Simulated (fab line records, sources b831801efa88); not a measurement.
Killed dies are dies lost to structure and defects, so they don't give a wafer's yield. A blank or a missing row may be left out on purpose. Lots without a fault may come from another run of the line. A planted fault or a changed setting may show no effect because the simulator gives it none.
fab line records | flow sfq_line | part 1 of 2: steps 1 to 25 of 34
record lots=5 wafers=15 last_day=75
route steps=325 shown C5@248 M6@251 I6@266 M7@281
lots that met no fault: from a run of the same line without faults
start_h: hours from the record's first day to the start of the lot's first wafer shown | wait_h: hours since the lot's step before | " the same as in the row above | L1.1+2: a row that stands for several wafers | - no value, or no start given | * or withheld: withheld | < > ~ a bound
route shown NAME@n: a module of which the file shows steps, and the number in the route of the first | usual: mean/standard deviation of fault-free wafers | same: alike in all rows | chamber/n: place in a boat | sites: the reading at each site | _std_site: their standard deviation | _edge_site: outer sites' mean less inner sites' | radius_mm: how far each site lies from the wafer's centre | mask NAME#n: copy n | behind: the tool/chamber that last shaped the wafer | hold: why the lot was held/for how many hours/how that ended | device: the transistor (n, p or np) that didn't switch | end of line: the same wafers' tests at the end of the route | a step without rows: its recipe alone | killed: dies lost to structure and defects at the first sort, not the wafer's yield | map: a wafer's dies, x killed, . not, _ none there
set.NAME: the setting as run; set.NAME@STEP: as run at that earlier step | model.NAME: the simulator's own value behind a step, which no gauge read
lots at some steps of the route; a table a step, a row a wafer
services: from which hour (start_h, from the record's first day; less than 0 if before it) a tool's chamber was out of use, for how many hours, and why
## steps
# step SFQ_TRILAYER_C5_ETCH_VIA_ETCH_154
# recipe target=SiO2 mask_material=PR chemistry=CHF3 target_depth_nm=84 source_w=500 bias_w=80 pressure_mtorr=30 time_s=withheld stop_on=Nb
# usual drypump_motor_current_A=5.6/0.41 oes_product_au=0.896/0.0082
# columns lot.wafer tool chamber start_h wait_h drypump_motor_current_A oes_product_au
L075.1 rie_diel-02 2 1266.89 0.0 6.0 0.891
L075.2 " 0 " " 5.8 0.911
L075.3 " 1 " " 5.1 0.894
L081.1 rie_diel-04 3 1325.01 0.0 4.9 0.886
L081.2 " 0 " " 5.0 0.895
L081.6 " 0 " " 5.0 0.904
L084.2 rie_diel-04 1 1412.44 0.0 5.8 0.889
L084.3 " 3 " " 4.9 0.901
L084.4 " 2 " " 5.4 0.883
L096.2 rie_diel-03 0 1513.06 0.0 6.0 0.901
L096.3 " 3 " " 6.2 0.887
L096.6 " 3 " " 6.2 0.883
L097.4 rie_diel-02 0 1541.07 0.0 5.7 0.899
L097.5 " 1 " " 5.2 0.902
L097.6 " 0 " " 5.7 0.890
# step SFQ_TRILAYER_C5_STRIP_STRIP_155
# recipe gas=O2 power_w=200 platen_temp_c=40 overash_fraction=0.65 chemistry=O2 pressure_mtorr=50
# usual drypump_motor_current_A=6.0/0.32 oes_product_au=0.998/0.0084
# same overash_fraction=0.65
# columns lot.wafer tool chamber start_h wait_h drypump_motor_current_A oes_product_au rf_hours_counter_h
L075.1 rie_metal-04 1 1266.93 - 5.3 0.988 118
L075.2 " 0 " " 6.4 0.986 161
L075.3 " 0 " " 6.4 1.001 -
L081.1 rie_metal-02 1 1325.05 - 6.2 0.997 4
L081.2 " 0 " " 5.6 1.002 29
L081.6 " 1 " " 6.2 0.991 -
L084.2 rie_metal-02 0 1412.49 - 5.6 1.001 38
L084.3 " 1 " " 6.2 0.991 -
L084.4 " 0 " " 5.6 0.993 -
L096.2 rie_metal-04 0 1513.31 - 6.3 1.005 -
L096.3 " 0 " " 6.4 1.009 -
L096.6 " 0 " " 6.4 1.003 -
L097.4 rie_metal-04 0 1541.72 - 6.4 1.010 -
L097.5 " 0 " " 6.4 1.003 -
L097.6 " 0 " " 6.4 0.996 -
# step SFQ_TRILAYER_C5_STRIP_SOLV_CLEAN_156
# recipe chemistry=NMP temp_c=70 time_s=600
# columns lot.wafer tool chamber start_h wait_h
L075.1+2+3 wet_bench-03 6,7,5 1267.53 0.4
L081.1+2+6 wet_bench-02 4,7,6 1325.65 0.4
L084.2+3+4 wet_bench-03 3,2,6 1413.09 0.4
L096.2+3+6 wet_bench-04 1,6,5 1514.31 0.8
L097.4+5+6 wet_bench-03 5,2,0 1542.32 0.4
# step SFQ_TRILAYER_M6_DEP_PRE_CLEAN_158
# recipe gas=Ar time_s=22.5 bias_v=250
# columns lot.wafer tool chamber start_h wait_h
L075.1+2+3 pvd_sputter-06 - 1267.71 0.0
L081.1+2+6 pvd_sputter-06 - 1326.00 0.0
L084.2+3+4 pvd_sputter-06 - 1413.26 0.0
L096.2+3+6 pvd_sputter-03 - 1514.50 0.0
L097.4+5+6 pvd_sputter-05 - 1542.50 0.0
# step SFQ_TRILAYER_M6_DEP_SPUTTER_157
# recipe material=Nb base_pressure_pa=1.33e-06 chamber_pressure_pa=0.1333 substrate_temp_c=20 target_thk_nm=200 power_w=2000 time_s=133.3
# usual substrate_temp_c=19.98/0.12 throttle_valve_pct=30.4/1
# columns lot.wafer tool chamber start_h wait_h substrate_temp_c throttle_valve_pct
L075.1 pvd_sputter-06 - 1267.74 0.0 20.18 30.9
L075.2 " - " " 19.90 31.4
L075.3 " - " " 19.91 31.1
L081.1 pvd_sputter-06 - 1326.03 0.0 20.07 31.2
L081.2 " - " " 20.02 31.1
L081.6 " - " " 19.90 31.0
L084.2 pvd_sputter-06 - 1413.29 0.0 19.93 31.4
L084.3 " - " " 20.08 32.5
L084.4 " - " " 19.86 31.0
L096.2 pvd_sputter-03 - 1514.53 0.0 19.93 29.1
L096.3 " - " " 20.01 28.8
L096.6 " - " " 19.96 28.6
L097.4 pvd_sputter-05 - 1542.52 0.0 19.97 31.2
L097.5 " - " " 19.89 30.9
L097.6 " - " " 20.18 29.9
# step SFQ_M6_RS_MEAS_938
# recipe thk_meas_gauge=four-point-probe reads=Nb_of_TRILAYER_M6_DEP_SPUTTER_157
# usual M6_NB_RS=0.893/0.0097
# columns lot.wafer tool chamber start_h wait_h M6_NB_RS[ohm/sq]
L075.1 film_metro-02 - 1267.83 0.0 0.901
L075.2 " - " " 0.896
L075.3 " - " " 0.899
L081.1 film_metro-04 - 1326.12 0.0 0.904
L081.2 " - " " 0.910
L081.6 " - " " 0.899
L084.2 film_metro-04 - 1413.40 0.1 0.903
L084.3 " - " " 0.909
L084.4 " - " " 0.899
L096.2 film_metro-04 - 1514.64 0.1 0.893
L096.3 " - " " 0.885
L096.6 " - " " 0.879
L097.4 film_metro-02 - 1542.67 0.1 0.897
L097.5 " - " " 0.885
L097.6 " - " " 0.891
# step SFQ_TRILAYER_M6_LITHO_COAT_164
# recipe resist=BARC spin_rpm=3000 resist_thk_nm=62
# usual resist_line_temp_C=23.01/0.099
# columns lot.wafer tool chamber start_h wait_h resist_line_temp_C
L075.1 litho_track-03 0 1268.01 0.1 22.93
L075.2 " 0 " " 22.97
L075.3 " 0 " " 22.95
L081.1 litho_track-04 0 1326.30 0.1 23.05
L081.2 " 0 " " 23.00
L081.6 " 0 " " 23.05
L084.2 litho_track-04 0 1413.61 0.1 23.03
L084.3 " 0 " " 23.22
L084.4 " 0 " " 23.20
L096.2 litho_track-03 0 1514.85 0.1 23.12
L096.3 " 0 " " 23.02
L096.6 " 0 " " 23.12
L097.4 litho_track-04 0 1542.94 0.2 23.03
L097.5 " 0 " " 23.11
L097.6 " 0 " " 23.18
# step SFQ_TRILAYER_M6_LITHO_COAT_159
# recipe resist=KrF spin_rpm=3000 resist_thk_nm=600
# usual resist_line_temp_C=23.00/0.11
# columns lot.wafer tool chamber start_h wait_h resist_line_temp_C
L075.1 litho_track-03 0 1268.31 0.2 22.88
L075.2 " 0 " " 22.99
L075.3 " 0 " " 23.07
L081.1 litho_track-04 0 1326.60 0.2 22.84
L081.2 " 0 " " 22.77
L081.6 " 0 " " 22.83
L084.2 litho_track-04 0 1413.91 0.2 23.07
L084.3 " 0 " " 22.94
L084.4 " 0 " " 23.01
L096.2 litho_track-03 0 1515.15 0.2 23.12
L096.3 " 0 " " 23.20
L096.6 " 0 " " 22.90
L097.4 litho_track-04 0 1543.24 0.2 22.97
L097.5 " 0 " " 23.00
L097.6 " 0 " " 22.96
# step SFQ_TRILAYER_M6_LITHO_SOFTBAKE_163
# recipe temp_c=withheld time_s=withheld resist=KrF
# usual resist_line_temp_C=*
# columns lot.wafer tool chamber start_h wait_h resist_line_temp_C
L075.1 litho_track-03 0 1268.61 0.2 *
L075.2 " 0 " " *
L075.3 " 0 " " *
L081.1 litho_track-04 0 1326.90 0.2 *
L081.2 " 0 " " *
L081.6 " 0 " " *
L084.2 litho_track-04 0 1414.19 0.2 *
L084.3 " 0 " " *
L084.4 " 0 " " *
L096.2 litho_track-03 0 1515.43 0.2 *
L096.3 " 0 " " *
L096.6 " 0 " " *
L097.4 litho_track-04 0 1543.47 0.2 *
L097.5 " 0 " " *
L097.6 " 0 " " *
# step SFQ_TRILAYER_M6_LITHO_EXPOSE_160
# recipe mask_id=M6 na=0.6 source_shape=conventional sigma_outer=0.65 target_cd_nm=500 dose_mj=14.4
# columns lot.wafer tool chamber start_h wait_h mask
L075.1+2+3 krf_scanner-02 0 1268.76 - M6#0
L081.1+2+6 krf_scanner-01 0 1329.56 - M6#0
L084.2+3+4 krf_scanner-02 0 1426.31 - M6#0
L096.2+3+6 krf_scanner-01 0 1518.24 - M6#0
L097.4+5+6 krf_scanner-01 0 1544.14 - M6#0
# step SFQ_TRILAYER_M6_LITHO_PEB_162
# recipe peb_temp_c=115 peb_time_s=60 resist=KrF
# usual plate_temp_C=115.00/0.13 resist_line_temp_C=23.02/0.1
# columns lot.wafer tool chamber start_h wait_h plate_temp_C resist_line_temp_C
L075.1 litho_track-01 0 1269.96 1.0 114.91 23.04
L075.2 " 0 " " 115.00 22.82
L075.3 " 0 " " 114.90 23.00
L081.1 litho_track-04 0 1330.76 1.0 114.92 23.00
L081.2 " 0 " " 114.95 23.12
L081.6 " 0 " " 115.02 22.89
L084.2 litho_track-04 0 1427.33 0.8 114.50 22.92
L084.3 " 0 " " 114.84 22.92
L084.4 " 0 " " 115.16 22.98
L096.2 litho_track-03 0 1519.26 0.8 114.81 22.97
L096.3 " 0 " " 114.90 23.03
L096.6 " 0 " " 114.88 23.02
L097.4 litho_track-03 0 1544.82 0.5 115.04 23.13
L097.5 " 0 " " 114.95 22.84
L097.6 " 0 " " 115.14 23.04
# step SFQ_TRILAYER_M6_LITHO_DEVELOP_161
# recipe time_s=60 resist=KrF
# usual resist_line_temp_C=23.01/0.098
# columns lot.wafer tool chamber start_h wait_h resist_line_temp_C
L075.1 litho_track-01 0 1270.11 0.1 23.06
L075.2 " 0 " " 23.25
L075.3 " 0 " " 23.10
L081.1 litho_track-04 0 1330.91 0.1 22.87
L081.2 " 0 " " 22.91
L081.6 " 0 " " 22.94
L084.2 litho_track-04 0 1427.48 0.1 22.93
L084.3 " 0 " " 22.87
L084.4 " 0 " " 22.95
L096.2 litho_track-03 0 1519.41 0.1 23.02
L096.3 " 0 " " 23.06
L096.6 " 0 " " 23.06
L097.4 litho_track-03 0 1544.97 0.1 23.06
L097.5 " 0 " " 23.04
L097.6 " 0 " " 23.06
# step SFQ_M6_OVL_MEAS_940
# usual M6_OVL=-5/5.7
# columns lot.wafer tool chamber start_h wait_h M6_OVL[nm]
L075.1 overlay-01 - 1270.26 0.1 -7
L075.2 " - " " -9
L075.3 " - " " -6
L081.1 overlay-02 - 1331.06 0.1 1
L081.2 " - " " 0
L081.6 " - " " 0
L084.2 overlay-01 - 1427.61 0.1 -8
L084.3 " - " " -7
L084.4 " - " " -1
L096.2 overlay-02 - 1519.54 0.1 -2
L096.3 " - " " -4
L096.6 " - " " -10
L097.4 overlay-01 - 1545.06 0.1 5
L097.5 " - " " 6
L097.6 " - " " 4
# step SFQ_TRILAYER_M6_BARC_OPEN_METAL_ETCH_206
# recipe mask_material=PR chemistry=O2 target_depth_nm=125 target=BARC icp_w=600 bias_w=80 pressure_mtorr=10 time_s=41.7
# usual drypump_motor_current_A=5.85/0.19 oes_product_au=0.685/0.0048
# columns lot.wafer tool chamber start_h wait_h drypump_motor_current_A oes_product_au rf_hours_counter_h
L075.1 rie_metal-02 0 1270.29 0.0 5.61 0.685 21
L075.2 " 0 " " 5.64 0.686 -
L075.3 " 0 " " 5.65 0.689 -
L081.1 rie_metal-01 0 1331.09 0.0 5.76 0.684 74
L081.2 " 1 " " 5.84 0.680 32
L081.6 " 0 " " 5.74 0.691 -
L084.2 rie_metal-01 0 1427.64 0.0 5.76 0.674 85
L084.3 " 1 " " 5.87 0.685 -
L084.4 " 0 " " 5.76 0.680 -
L096.2 rie_metal-02 0 1519.57 0.0 5.61 0.675 54
L096.3 " 1 " " 6.21 0.676 -
L096.6 " 1 " " 6.21 0.686 -
L097.4 rie_metal-02 1 1545.10 0.0 6.27 0.684 -
L097.5 " 1 " " 6.22 0.687 -
L097.6 " 0 " " 5.64 0.688 -
# step SFQ_TRILAYER_M6_ETCH_METAL_ETCH_162
# recipe target=Nb stop_on=SiO2 mask_material=PR chemistry=Cl2/Ar target_depth_nm=240 icp_w=600 bias_w=80 pressure_mtorr=10 time_s=120
# usual drypump_motor_current_A=5.85/0.19 oes_product_au=0.892/0.0075
# columns lot.wafer tool chamber start_h wait_h drypump_motor_current_A oes_product_au rf_hours_counter_h
L075.1 rie_metal-02 0 1270.41 0.1 5.62 0.884 21
L075.2 " 0 " " 5.61 0.887 -
L075.3 " 0 " " 5.60 0.887 -
L081.1 rie_metal-01 0 1331.15 0.0 5.78 0.888 74
L081.2 " 1 " " 5.85 0.884 32
L081.6 " 0 " " 5.76 0.891 -
L084.2 rie_metal-01 0 1427.70 0.0 5.73 0.892 85
L084.3 " 1 " " 5.84 0.878 -
L084.4 " 0 " " 5.75 0.880 -
L096.2 rie_metal-02 0 1519.63 0.0 5.63 0.890 54
L096.3 " 1 " " 6.23 0.889 -
L096.6 " 1 " " 6.18 0.896 -
L097.4 rie_metal-02 1 1545.18 0.1 6.24 0.878 -
L097.5 " 1 " " 6.30 0.887 -
L097.6 " 0 " " 5.62 0.891 -
# step SFQ_TRILAYER_M6_STRIP_STRIP_163
# recipe gas=O2 power_w=200 platen_temp_c=40 overash_fraction=0.65 chemistry=O2 pressure_mtorr=50
# usual drypump_motor_current_A=5.85/0.19 oes_product_au=0.995/0.0084
# same overash_fraction=0.65
# columns lot.wafer tool chamber start_h wait_h drypump_motor_current_A oes_product_au rf_hours_counter_h
L075.1 rie_metal-02 0 1270.66 0.2 5.62 1.010 21
L075.2 " 0 " " 5.62 1.000 -
L075.3 " 0 " " 5.61 1.004 -
L081.1 rie_metal-01 0 1331.28 0.1 5.76 0.983 75
L081.2 " 1 " " 5.85 0.989 32
L081.6 " 0 " " 5.76 0.980 -
L084.2 rie_metal-01 0 1427.83 0.1 5.76 0.990 85
L084.3 " 1 " " 5.88 1.005 -
L084.4 " 0 " " 5.76 0.994 -
L096.2 rie_metal-02 0 1519.76 0.1 5.62 0.988 54
L096.3 " 1 " " 6.24 0.990 -
L096.6 " 1 " " 6.22 0.998 -
L097.4 rie_metal-02 1 1545.47 0.2 6.22 0.982 -
L097.5 " 1 " " 6.22 0.989 -
L097.6 " 0 " " 5.63 0.992 -
# step SFQ_TRILAYER_M6_STRIP_SOLV_CLEAN_164
# recipe chemistry=NMP temp_c=70 time_s=600
# columns lot.wafer tool chamber start_h wait_h
L075.1+2+3 wet_bench-04 7,5,6 1271.86 1.0
L081.1+2+6 wet_bench-01 7,1,0 1331.88 0.4
L084.2+3+4 wet_bench-01 1,7,5 1428.43 0.4
L096.2+3+6 wet_bench-03 6,3,4 1520.36 0.4
L097.4+5+6 wet_bench-03 5,2,3 1545.87 0.2
# step SFQ_TRILAYER_I6_DEP_PECVD_165
# recipe material=SiO2 temp_c=150 time_s=111.11 pressure_torr=2.4 rf_w=183.3 precursor=SiH4/N2O target_thk_nm=500
# usual heater_power_w=93/18 throttle_valve_pct=25.3/1.4
# columns lot.wafer tool chamber start_h wait_h heater_power_w throttle_valve_pct
L075.1 pecvd-03 1 1272.04 0.0 82 26.9
L075.2 " 0 " " 96 23.7
L075.3 " 2 " " 102 24.9
L081.1 pecvd-03 0 1332.05 0.0 98 23.6
L081.2 " 1 " " 75 26.6
L081.6 " 2 " " 90 25.0
L084.2 pecvd-02 2 1428.60 0.0 126 25.0
L084.3 " 1 " " 83 25.6
L084.4 " 1 " " 85 25.6
L096.2 pecvd-02 0 1520.53 0.0 93 28.2
L096.3 " 2 " " 116 25.0
L096.6 " 2 " " 119 25.1
L097.4 pecvd-04 2 1546.08 0.0 62 22.3
L097.5 " 0 " " 82 23.7
L097.6 " 1 " " 88 24.0
# step SFQ_TRILAYER_I6_CMP_CMP_166
# recipe material=SiO2 down_force_psi=3 platen_rpm=60 pad_velocity_m_s=0.94248
# usual motor_current_A=10.5/0.89 platen_rpm=60.00/0.042 time_to_endpoint_s=219/7.8
# columns lot.wafer tool chamber start_h wait_h motor_current_A platen_rpm time_to_endpoint_s
L075.2 cmp-01 2 1272.62 0.5 8.6 59.96 211
L075.1 " 3 " " 12.4 60.01 238
L075.3 " 0 " " 11.2 59.96 233
L081.2 cmp-02 1 1333.13 1.0 10.1 60.04 220
L081.1 " 2 " " 10.5 60.02 206
L081.6 " 3 " " 9.6 59.99 223
L084.2 cmp-01 1 1428.68 0.0 10.0 60.00 214
L084.3 " 2 " " 9.8 60.07 205
L084.4 " 0 1430.18 1.5 11.3 60.01 211
L096.3 cmp-02 3 1521.11 0.5 9.5 60.03 229
L096.2 " 1 1522.11 1.5 10.3 60.04 220
L096.6 " 2 " " 11.0 60.00 233
L097.4 cmp-01 3 1547.90 1.8 12.6 60.05 222
L097.5 " 1 1548.90 2.8 10.1 60.06 218
L097.6 " 2 " " 9.5 59.98 225
# step SFQ_I6_BOW_MEAS_941
# recipe mode=bow
# usual I6_BOW=9/9.8
# columns lot.wafer tool chamber start_h wait_h I6_BOW[um]
L075.1 film_metro-04 - 1275.12 1.5 13
L075.2 " - " " 1
L075.3 " - " " 6
L081.1 film_metro-02 - 1335.13 1.0 5
L081.2 " - " " 7
L081.6 " - " " 0
L084.2 film_metro-04 - 1431.70 2.5 14
L084.3 " - " " 12
L084.4 " - " " 7
L096.2 film_metro-04 - 1523.63 1.0 16
L096.3 " - " " 10
L096.6 " - " " 14
L097.4 film_metro-02 - 1549.96 1.6 -7
L097.5 " - " " 8
L097.6 " - " " -1
# step SFQ_TRILAYER_I6_METRO_MEASURE_167
# usual thk_nm=200.7/1.1
# columns lot.wafer tool chamber start_h wait_h thk_nm
L075.1 film_metro-04 - 1275.24 0.1 202.1
L075.2 " - " " 202.5
L075.3 " - " " 202.0
L081.1 film_metro-02 - 1335.25 0.1 201.3
L081.2 " - " " 201.9
L081.6 " - " " 199.6
L084.2 film_metro-04 - 1432.00 0.3 199.7
L084.3 " - " " 198.7
L084.4 " - " " 200.0
L096.2 film_metro-04 - 1523.93 0.3 200.3
L096.3 " - " " 199.5
L096.6 " - " " 200.8
L097.4 film_metro-02 - 1550.62 0.6 202.4
L097.5 " - " " 201.0
L097.6 " - " " 202.1
# step SFQ_TRILAYER_I6_VIA_LITHO_COAT_174
# recipe resist=BARC spin_rpm=3000 resist_thk_nm=62
# usual resist_line_temp_C=23.02/0.12
# columns lot.wafer tool chamber start_h wait_h resist_line_temp_C
L075.1 litho_track-02 0 1276.44 1.0 22.86
L075.2 " 0 " " 22.89
L075.3 " 0 " " 22.87
L081.1 litho_track-03 0 1336.45 1.0 23.20
L081.2 " 0 " " 23.14
L081.6 " 0 " " 23.07
L084.2 litho_track-02 0 1433.05 0.8 22.90
L084.3 " 0 " " 22.97
L084.4 " 0 " " 22.87
L096.2 litho_track-01 0 1524.98 0.8 22.97
L096.3 " 0 " " 23.02
L096.6 " 0 " " 23.10
L097.4 litho_track-01 0 1551.37 0.6 23.19
L097.5 " 0 " " 23.00
L097.6 " 0 " " 23.08
# step SFQ_TRILAYER_I6_VIA_LITHO_COAT_169
# recipe resist=KrF spin_rpm=3000 resist_thk_nm=650
# usual resist_line_temp_C=23.00/0.1
# columns lot.wafer tool chamber start_h wait_h resist_line_temp_C
L075.1 litho_track-02 0 1276.74 0.2 23.09
L075.2 " 0 " " 23.07
L075.3 " 0 " " 23.17
L081.1 litho_track-03 0 1336.75 0.2 22.89
L081.2 " 0 " " 22.80
L081.6 " 0 " " 23.07
L084.2 litho_track-02 0 1433.35 0.2 22.88
L084.3 " 0 " " 23.01
L084.4 " 0 " " 22.90
L096.2 litho_track-01 0 1525.28 0.2 23.08
L096.3 " 0 " " 23.01
L096.6 " 0 " " 22.97
L097.4 litho_track-01 0 1551.67 0.2 23.10
L097.5 " 0 " " 22.96
L097.6 " 0 " " 22.94
# step SFQ_TRILAYER_I6_VIA_LITHO_SOFTBAKE_173
# recipe temp_c=withheld time_s=withheld resist=KrF
# usual resist_line_temp_C=*
# columns lot.wafer tool chamber start_h wait_h resist_line_temp_C
L075.1 litho_track-02 0 1277.04 0.2 *
L075.2 " 0 " " *
L075.3 " 0 " " *
L081.1 litho_track-03 0 1337.05 0.2 *
L081.2 " 0 " " *
L081.6 " 0 " " *
L084.2 litho_track-02 0 1433.63 0.2 *
L084.3 " 0 " " *
L084.4 " 0 " " *
L096.2 litho_track-01 0 1525.56 0.2 *
L096.3 " 0 " " *
L096.6 " 0 " " *
L097.4 litho_track-01 0 1551.89 0.2 *
L097.5 " 0 " " *
L097.6 " 0 " " *
# step SFQ_TRILAYER_I6_VIA_LITHO_EXPOSE_170
# recipe mask_id=I6 na=0.6 source_shape=conventional sigma_outer=0.65 target_cd_nm=700 dose_mj=21.3
# columns lot.wafer tool chamber start_h wait_h mask
L075.1+2+3 krf_scanner-01 0 1401.68 - I6#0
L081.1+2+6 krf_scanner-01 0 1456.33 - I6#0
L084.2+3+4 krf_scanner-02 0 1465.75 - I6#0
L096.2+3+6 krf_scanner-02 0 1634.62 - I6#0
L097.4+5+6 krf_scanner-02 0 1656.62 - I6#0
